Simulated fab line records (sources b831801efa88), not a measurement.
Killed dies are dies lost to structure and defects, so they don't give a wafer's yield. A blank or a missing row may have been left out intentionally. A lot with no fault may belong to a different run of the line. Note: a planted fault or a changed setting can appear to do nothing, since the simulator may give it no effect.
Matching of chambers / flow gf180mcu / GF_CONTACT_CMP_04 on cmp-01 has 4 sister chambers
The step polishes SiO2. 24 wafers are shown with their chamber, then 12 later ones without.

## WAFERS WITH THEIR CHAMBER
wafer=L077.1; chamber=1; motor-current-A (A)=11.6; time-to-endpoint-s (s)=112
wafer=L077.5; chamber=1; motor-current-A (A)=11.1; time-to-endpoint-s (s)=116
wafer=L077.6; chamber=2; motor-current-A (A)=13.2; time-to-endpoint-s (s)=112
wafer=L077.2; chamber=3; motor-current-A (A)=12.8; time-to-endpoint-s (s)=108
wafer=L077.3; chamber=2; motor-current-A (A)=13.6; time-to-endpoint-s (s)=109
wafer=L077.4; chamber=0; motor-current-A (A)=10.8; time-to-endpoint-s (s)=114
wafer=L080.2; chamber=1; motor-current-A (A)=11.4; time-to-endpoint-s (s)=109
wafer=L080.4; chamber=0; motor-current-A (A)=10.5; time-to-endpoint-s (s)=113
wafer=L080.5; chamber=0; motor-current-A (A)=11.1; time-to-endpoint-s (s)=114
wafer=L081.1; chamber=3; motor-current-A (A)=13.2; time-to-endpoint-s (s)=95
wafer=L081.2; chamber=0; motor-current-A (A)=11.7; time-to-endpoint-s (s)=103
wafer=L081.4; chamber=2; motor-current-A (A)=13.6; time-to-endpoint-s (s)=101
wafer=L085.4; chamber=1; motor-current-A (A)=11.4; time-to-endpoint-s (s)=113
wafer=L085.5; chamber=2; motor-current-A (A)=13.1; time-to-endpoint-s (s)=113
wafer=L085.6; chamber=1; motor-current-A (A)=11.3; time-to-endpoint-s (s)=107
wafer=L085.1; chamber=3; motor-current-A (A)=14.1; time-to-endpoint-s (s)=106
wafer=L085.2; chamber=0; motor-current-A (A)=10.9; time-to-endpoint-s (s)=106
wafer=L085.3; chamber=2; motor-current-A (A)=13.3; time-to-endpoint-s (s)=108
wafer=L089.4; chamber=2; motor-current-A (A)=13.5; time-to-endpoint-s (s)=97
wafer=L089.5; chamber=0; motor-current-A (A)=11.6; time-to-endpoint-s (s)=104
wafer=L089.6; chamber=1; motor-current-A (A)=11.1; time-to-endpoint-s (s)=107
wafer=L092.2; chamber=0; motor-current-A (A)=11.5; time-to-endpoint-s (s)=109
wafer=L092.4; chamber=3; motor-current-A (A)=13.8; time-to-endpoint-s (s)=108
wafer=L092.5; chamber=1; motor-current-A (A)=11.2; time-to-endpoint-s (s)=108

SIGNATURES, as means of the wafers listed above
reading=motor-current-A; chamber 0=11.157; chamber 1=11.300; chamber 2=13.383; chamber 3=13.475; scatter within a chamber=0.367
reading=time-to-endpoint-s; chamber 0=109.00; chamber 1=110.29; chamber 2=106.67; chamber 3=104.25; scatter within a chamber=5.13
Rule: for each reading, subtract the chamber's mean from the wafer's reading, divide by that reading's scatter and square the result; add these up over the readings and take the root, which gives the wafer's distance from the chamber. The wafer belongs to the nearest chamber; if the next one is less than 2 further off, it can't be placed. The scatter is the square root of a quotient: the sum, over the shown wafers, of each reading's squared deviation from its chamber's mean, divided by wafers minus chambers.

## WAFERS WHOSE CHAMBER IS MISSING
wafer=L094.2; motor-current-A (A)=11.8; time-to-endpoint-s (s)=109
wafer=L094.3; motor-current-A (A)=11.4; time-to-endpoint-s (s)=103
wafer=L094.4; motor-current-A (A)=12.8; time-to-endpoint-s (s)=110
wafer=L096.3; motor-current-A (A)=13.6; time-to-endpoint-s (s)=103
wafer=L096.4; motor-current-A (A)=13.3; time-to-endpoint-s (s)=106
wafer=L096.6; motor-current-A (A)=11.5; time-to-endpoint-s (s)=108
wafer=L097.1; motor-current-A (A)=11.9; time-to-endpoint-s (s)=102
wafer=L097.4; motor-current-A (A)=13.8; time-to-endpoint-s (s)=108
wafer=L097.5; motor-current-A (A)=11.2; time-to-endpoint-s (s)=115
wafer=L097.2; motor-current-A (A)=11.3; time-to-endpoint-s (s)=109
wafer=L097.3; motor-current-A (A)=14.1; time-to-endpoint-s (s)=102
wafer=L097.6; motor-current-A (A)=13.5; time-to-endpoint-s (s)=114

## CHAMBER TAKEN BY EACH
wafer=L094.2; from the rows above=can't be placed: 1 or 0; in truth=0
wafer=L094.3; from the rows above=can't be placed: 0 or 1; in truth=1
wafer=L094.4; from the rows above=can't be placed: 2 or 3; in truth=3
wafer=L096.3; from the rows above=can't be placed: 3 or 2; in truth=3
wafer=L096.4; from the rows above=can't be placed: 2 or 3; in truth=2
wafer=L096.6; from the rows above=can't be placed: 1 or 0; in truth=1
wafer=L097.1; from the rows above=can't be placed: 1 or 0 or 2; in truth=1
wafer=L097.4; from the rows above=can't be placed: 3 or 2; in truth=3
wafer=L097.5; from the rows above=can't be placed: 1 or 0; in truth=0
wafer=L097.2; from the rows above=can't be placed: 1 or 0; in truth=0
wafer=L097.3; from the rows above=can't be placed: 3 or 2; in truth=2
wafer=L097.6; from the rows above=can't be placed: 2 or 3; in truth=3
Correct placement for 0 of the 12. From these rows, 12 cannot be placed; in 12 the true chamber is one of the candidates. Wrongly placed: 0.
